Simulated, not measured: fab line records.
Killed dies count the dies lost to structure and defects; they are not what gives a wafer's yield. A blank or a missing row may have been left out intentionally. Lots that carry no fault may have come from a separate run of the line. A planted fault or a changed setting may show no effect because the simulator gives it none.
Which tool did it? / flow sky130 / 42 wafers sampled from 14 lots at 1 step of a route of 708

## WHAT THE GAUGES READ, wafer by wafer
SKY_VIA4_OVL_MEAS_11. Usual: VIA4_OVL gives 0.2 nm (standard deviation 1.5).
lot=L413; measured=day 43 17:29; on=overlay-02; VIA4_OVL (nm)=-1.4 -0.2 -2.2; flag=
lot=L414; measured=day 44 00:40; on=overlay-02; VIA4_OVL (nm)=-1.4 1.7 -1.4; flag=
lot=L415; measured=day 44 07:22; on=overlay-01; VIA4_OVL (nm)=2.2 1.6 2.2; flag=
lot=L416; measured=day 44 14:32; on=overlay-02; VIA4_OVL (nm)=2.4 0.6 1.2; flag=
lot=L417; measured=day 44 20:49; on=overlay-01; VIA4_OVL (nm)=0.1 2.0 2.2; flag=
lot=L418; measured=day 45 10:26; on=overlay-01; VIA4_OVL (nm)=1.4 -0.2 1.2; flag=
lot=L419; measured=day 45 13:44; on=overlay-02; VIA4_OVL (nm)=-0.9 -2.1 -0.2; flag=
lot=L421; measured=day 45 16:32; on=overlay-02; VIA4_OVL (nm)=-2.3 -1.6 -1.0; flag=
lot=L422; measured=day 46 02:26; on=overlay-01; VIA4_OVL (nm)=2.1 0.3 0.0; flag=
lot=L423; measured=day 46 11:04; on=overlay-02; VIA4_OVL (nm)=-1.0 -0.3 -0.3; flag=
lot=L425; measured=day 46 20:38; on=overlay-02; VIA4_OVL (nm)=-0.3 1.3 1.5; flag=
lot=L430; measured=day 48 11:02; on=overlay-01; VIA4_OVL (nm)=-0.8 -1.9 -2.2; flag=
lot=L431; measured=day 48 12:08; on=overlay-01; VIA4_OVL (nm)=1.6 0.3 1.2; flag=
lot=L433; measured=day 48 16:43; on=overlay-01; VIA4_OVL (nm)=0.3 1.3 2.1; flag=

## EACH LOT AND THE TOOL THAT RAN IT (in order: tool; ch and the chambers of the sampled wafers; start)
There is no process step in the record ahead of these readings.

## WHAT THE TOOLS THEMSELVES READ (means of the sampled wafers that have a number; where no wafer has one, the mark that the record gives instead)
The record holds no such reading with a usual standard deviation.

## THE ANSWER, worked out from the rows above alone
Rule: a lot counts as off when the mean over its wafers that have a number is more than 3 standard deviations away from the usual mean. A lot without any number at a reading at which 4 lots or more have one is off too. Where the step has rows for the other lots, those lots are counted as sound. After the gauges, taken in route order, come the tools' own readings; for these a lot's mean is taken, as printed above. At the first step where some lot is off, the reading lying furthest off is the one used; lots without a number count as furthest.
No lot is off on any of the readings shown, so nothing can be concluded from this.

## WHAT THE SIMULATOR HAD INSERTED
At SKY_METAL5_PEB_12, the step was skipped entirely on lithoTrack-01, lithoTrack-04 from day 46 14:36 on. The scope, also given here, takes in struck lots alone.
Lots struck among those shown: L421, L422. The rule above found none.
